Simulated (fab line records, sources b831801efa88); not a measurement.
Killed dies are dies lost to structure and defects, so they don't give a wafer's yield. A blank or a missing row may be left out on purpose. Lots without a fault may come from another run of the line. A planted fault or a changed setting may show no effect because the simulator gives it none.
Which tool did it? | flow sky130 | 14 lots, 41 wafers sampled, at 2 steps of a route of 708

WHAT THE GAUGES READ, wafer by wafer
The record holds no reading of a measuring or inspecting step that can be judged against a usual standard deviation.

WHICH TOOL RAN EACH LOT (tool, then ch and the chambers of the sampled wafers, then the start)
lot  | SKY_SPACER_ETCHBACK_02             | SKY_POLY_CUT_ETCH_11
L725 | rie_diel-02 ch 1,2,3, day 23 18:40 | rie_diel-03 ch 0,1,2, day 25 00:53
L726 | rie_diel-02 ch 0,2,3, day 24 18:44 | rie_diel-04 ch 0,2,3, day 26 00:21
L727 | rie_diel-02 ch 0,2, day 24 22:31   | rie_diel-03 ch 0,1, day 26 04:07
L730 | rie_diel-03 ch 0,2,3, day 25 12:38 | rie_diel-04 ch 1,2, day 26 17:43
L729 | rie_diel-02 ch 1,2, day 25 13:50   | rie_diel-03 ch 1,2,3, day 26 19:31
L731 | rie_diel-01 ch 1,3, day 25 13:50   | rie_diel-02 ch 0,3, day 26 19:10
L732 | rie_diel-03 ch 0,1, day 26 01:55   | rie_diel-04 ch 1,3, day 27 06:43
L733 | rie_diel-03 ch 0,1,3, day 26 14:27 | rie_diel-03 ch 0,1,3, day 27 18:44
L734 | rie_diel-02 ch 1,3, day 27 01:13   | rie_diel-03 ch 0,2, day 28 06:35
L735 | rie_diel-03 ch 1,3, day 27 02:26   | rie_diel-02 ch 0,2, day 28 06:58
L736 | rie_diel-02 ch 0,2,3, day 27 05:23 | rie_diel-03 ch 0,1, day 28 10:07
L739 | rie_diel-02 ch 1,3, day 28 13:49   | rie_diel-04 ch 0,2,3, day 29 17:56
L742 | rie_diel-02 ch 1,2, day 29 04:20   | rie_diel-04 ch 2,3, day 30 08:32
L748 | rie_diel-03 ch 0,1,3, day 30 15:38 | rie_diel-03 ch 1,2,3, day 31 19:48
- SKY_SPACER_ETCHBACK_02: etches Si3N4 in CH3F/O2, stops on SiO2, time 46.7 s, target depth 45 nm.
- SKY_POLY_CUT_ETCH_11: etches Si3N4 in CF4/CH2F2/Ar, stops on poly-Si, time 42.5 s, target depth 60 nm.

WHAT THE TOOLS THEMSELVES READ (means of the sampled wafers that have a number; where no wafer has one, the mark that the record gives instead)
SKY_SPACER_ETCHBACK_02.
lot  | tool        | ch3f_flow_sccm (sccm) | drypump_motor_current_A (A) | oes_product_au (a.u.) | run_length_s (s) | throttle_valve_pct (%)
L725 | rie_diel-02 | 40.01                 | 5.6                         | 0.855                 | 74.7             | 10.568
L726 | rie_diel-02 | 40.01                 | 5.3                         | 0.862                 | 75.1             | 10.565
L727 | rie_diel-02 | 39.90                 | 5.2                         | 0.851                 | 74.9             | 10.573
L730 | rie_diel-03 | 40.00                 | 5.8                         | 0.854                 | 75.0             | 10.560
L729 | rie_diel-02 | 40.07                 | 5.6                         | 0.857                 | 74.5             | 10.562
L731 | rie_diel-01 | 40.01                 | 5.9                         | 0.859                 | 75.0             | 10.553
L732 | rie_diel-03 | 39.93                 | 5.8                         | 0.852                 | 74.8             | 10.564
L733 | rie_diel-03 | 39.91                 | 5.8                         | 0.854                 | 74.8             | 10.567
L734 | rie_diel-02 | 39.97                 | 5.6                         | 0.862                 | 75.4             | 10.558
L735 | rie_diel-03 | 39.96                 | 5.6                         | 0.853                 | 74.7             | 10.573
L736 | rie_diel-02 | 40.05                 | 5.3                         | 0.850                 | 75.3             | 10.561
L739 | rie_diel-02 | 39.98                 | 5.7                         | 0.824                 | 79.2             | 10.557
L742 | rie_diel-02 | 40.11                 | 5.8                         | 0.804                 | 80.8             | 10.570
L748 | rie_diel-03 | 40.00                 | 5.8                         | 0.856                 | 74.8             | 10.569

SKY_POLY_CUT_ETCH_11.
lot  | tool        | drypump_motor_current_A (A) | oes_product_au (a.u.) | throttle_valve_pct (%)
L725 | rie_diel-03 | 5.74                        | 0.829                 | 14.996
L726 | rie_diel-04 | 5.66                        | 0.829                 | 14.990
L727 | rie_diel-03 | 5.83                        | 0.833                 | 14.986
L730 | rie_diel-04 | 5.74                        | 0.829                 | 14.988
L729 | rie_diel-03 | 5.67                        | 0.830                 | 14.991
L731 | rie_diel-02 | 5.28                        | 0.829                 | 14.987
L732 | rie_diel-04 | 5.72                        | 0.833                 | 14.994
L733 | rie_diel-03 | 5.77                        | 0.835                 | 14.991
L734 | rie_diel-03 | 5.88                        | 0.826                 | 14.993
L735 | rie_diel-02 | 5.31                        | 0.836                 | 15.005
L736 | rie_diel-03 | 5.68                        | 0.823                 | 14.995
L739 | rie_diel-04 | 5.65                        | 0.819                 | 14.985
L742 | rie_diel-04 | 5.59                        | 0.819                 | 14.997
L748 | rie_diel-03 | 5.64                        | 0.823                 | 14.997

THE ANSWER, worked out from the rows above alone
Rule: what is usual is taken from the lots themselves. Put in order of their means at a reading, lots are off if they are a third of the lots or fewer, leave a main group of 4 or more, and stand apart from it by a gap of 3 or more times the standard deviation of the main group's means; of several such gaps the widest counts. A main group whose means are all the same, to the digits that the tables above print for the reading, isn't used. A lot without any number at a reading at which 4 lots or more have one is off too. The other lots that the step has rows for count as sound. The gauges are gone through in route order, then the tools' own readings, and for those a lot's mean is taken as printed above. The first step at which some lot is off is used, and at that step the reading that is off furthest; a lot without a number counts as furthest.
Off: L739, L742, at SKY_SPACER_ETCHBACK_02 (run_length_s). The main group: mean 74.9 s, standard deviation 0.25.
A tool fits if, at that step or a process step before it, it ran every lot that is off, and no sound lot after the first of them. One fits: rie_diel-02 at SKY_SPACER_ETCHBACK_02. Its last sound lot is L736 (day 27 05:23), its first lot that is off L739 (day 28 13:49): a fault that began between those two fits.
The tool's own readings at SKY_SPACER_ETCHBACK_02 bear it out: on the lots that are off they differ by more than 5 times the standard deviation of the sound lots' means. oes_product_au reads 0.814 a.u. there against 0.855 a.u. on the sound lots; run_length_s reads 80.0 s there against 74.9 s on the sound lots.

WHAT THE SIMULATOR HAD PUT IN
Process parameter drift: rie_diel-02, from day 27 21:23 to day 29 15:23, at SKY_SPACER_ETCHBACK_02. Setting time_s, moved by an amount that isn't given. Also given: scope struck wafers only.
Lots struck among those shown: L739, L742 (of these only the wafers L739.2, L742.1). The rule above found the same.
